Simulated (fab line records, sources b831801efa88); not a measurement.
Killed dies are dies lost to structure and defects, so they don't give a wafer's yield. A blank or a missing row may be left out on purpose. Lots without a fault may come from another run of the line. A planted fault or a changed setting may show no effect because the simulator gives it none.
Split-lot experiment | flow sfq_line | 5 lots, 23 wafers read, on a route of 325 steps

THE SPLIT
At SFQ_TRILAYER_R5_LITHO_COAT_141 (resist thk 62 nm), the setting spin_rpm was moved away from the recipe's 3000 rpm on 10 of the 23 wafers read, by -6.7% to +4.9%. The other wafers ran this setting at the recipe's value.

The reading is taken at the split's own step.

THE READING
BARC_of_TRILAYER_R5_LITHO_COAT_141.thk_nm (the simulator's own value, which no gauge read), in nm, at SFQ_TRILAYER_R5_LITHO_COAT_141 (resist thk 62 nm). The file gives no usual value for it. The 13 wafers here that ran the recipe average 62.09 nm, standard deviation 0.12 nm.

wafer  | tool, chamber at the split | spin_rpm as run, rpm | against the recipe | BARC_of_TRILAYER_R5_LITHO_COAT_141.thk_nm, nm | against lot-mates on the recipe
L074.1 | litho_track-01, 0          | 2800                 | -6.7%              | 64.18                                         | +2.04
L074.6 | litho_track-01, 0          | 2800                 | -6.7%              | 64.18                                         | +2.04
L074.2 | litho_track-01, 0          | 3000                 | recipe             | 62.25                                         | -
L074.3 | litho_track-01, 0          | 3000                 | recipe             | 62.13                                         | -
L074.4 | litho_track-01, 0          | 3000                 | recipe             | 62.04                                         | -
L075.3 | litho_track-03, 0          | 3000                 | recipe             | 62.2                                          | -
L075.4 | litho_track-03, 0          | 3000                 | recipe             | 62.14                                         | -
L075.5 | litho_track-03, 0          | 3000                 | recipe             | 62.05                                         | -
L076.2 | litho_track-02, 0          | 3000                 | recipe             | 61.88                                         | -
L076.3 | litho_track-02, 0          | 3000                 | recipe             | 62.01                                         | -
L076.4 | litho_track-02, 0          | 2808                 | -6.4%              | 63.98                                         | +2.03
L076.5 | litho_track-02, 0          | 2808                 | -6.4%              | 64.09                                         | +2.15
L076.6 | litho_track-02, 0          | 2808                 | -6.4%              | 64.04                                         | +2.10
L077.1 | litho_track-01, 0          | 3000                 | recipe             | 62.27                                         | -
L077.3 | litho_track-01, 0          | 2812                 | -6.3%              | 64.19                                         | +1.93
L077.4 | litho_track-01, 0          | 3000                 | recipe             | 62.25                                         | -
L077.5 | litho_track-01, 0          | 2812                 | -6.3%              | 64.16                                         | +1.90
L077.6 | litho_track-01, 0          | 2812                 | -6.3%              | 64.41                                         | +2.15
L083.2 | litho_track-03, 0          | 3000                 | recipe             | 61.91                                         | -
L083.3 | litho_track-03, 0          | 3147                 | +4.9%              | 60.49                                         | -1.51
L083.4 | litho_track-03, 0          | 3147                 | +4.9%              | 60.53                                         | -1.47
L083.5 | litho_track-03, 0          | 3000                 | recipe             | 61.97                                         | -
L083.6 | litho_track-03, 0          | 3000                 | recipe             | 62.12                                         | -

THE FIT
A straight line over all 23 wafers: BARC_of_TRILAYER_R5_LITHO_COAT_141.thk_nm changes by -0.321 nm for each +1% of spin_rpm; r = -0.99; the points scatter about the line by 0.13 nm.
The same after taking each lot's own level away (the mean of its wafers on the recipe; 23 wafers): -0.315 nm for each +1%; r = -1.00; scatter 0.081 nm.
On that fit, the largest move of spin_rpm shifts the reading by 2.1 nm.
The lots' own levels span 61.945 to 62.260 nm, that is 2.5 times the standard deviation above.
So the lot-to-lot level changes the slope little: the two slopes agree.
Check: with one of the wafers moved furthest among these (-6.7%) left out of the fit, the line predicts +2.12 nm for it against its lot-mates. It came out at +2.04 nm against them.

OTHER SPLITS ON THESE WAFERS
These wafers also went through other splits before the reading. Each is held against what the fit with the lots' levels taken away leaves over:
other split on the same wafers                    | wafers away from the commonest value | r with BARC_of_TRILAYER_R5_LITHO_COAT_141.thk_nm (lot level and that fit taken away)
SFQ_TRILAYER_I2_VIA_BARC_OPEN_VIA_ETCH_096 bias_w | 5                                    | -0.24
SFQ_TRILAYER_M3_BARC_OPEN_METAL_ETCH_100 time_s   | 10                                   | -0.12
SFQ_TRILAYER_I3_VIA_LITHO_COAT_085 spin_rpm       | 8                                    | +0.05
SFQ_TRILAYER_I3_VIA_BARC_OPEN_VIA_ETCH_121 time_s | 9                                    | -0.09
SFQ_TRILAYER_M4_LITHO_COAT_093 resist_thk_nm      | 8                                    | -0.02
SFQ_TRILAYER_M4_ETCH_METAL_ETCH_096 time_s        | 10                                   | +0.22
SFQ_TRILAYER_I4_DEP_PECVD_099 time_s              | 8                                    | -0.30
SFQ_TRILAYER_I4_VIA_LITHO_EXPOSE_104 dose_mj      | 7                                    | +0.35
SFQ_TRILAYER_I4_VIA_BARC_OPEN_VIA_ETCH_146 bias_w | 7                                    | -0.21
SFQ_TRILAYER_JJ_CE_LITHO_COAT_119 spin_rpm        | 9                                    | -0.14

THE FILE'S OWN FIT
BARC_of_TRILAYER_R5_LITHO_COAT_141.thk_nm changes by -0.315 nm for each +1% of spin_rpm, r = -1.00.
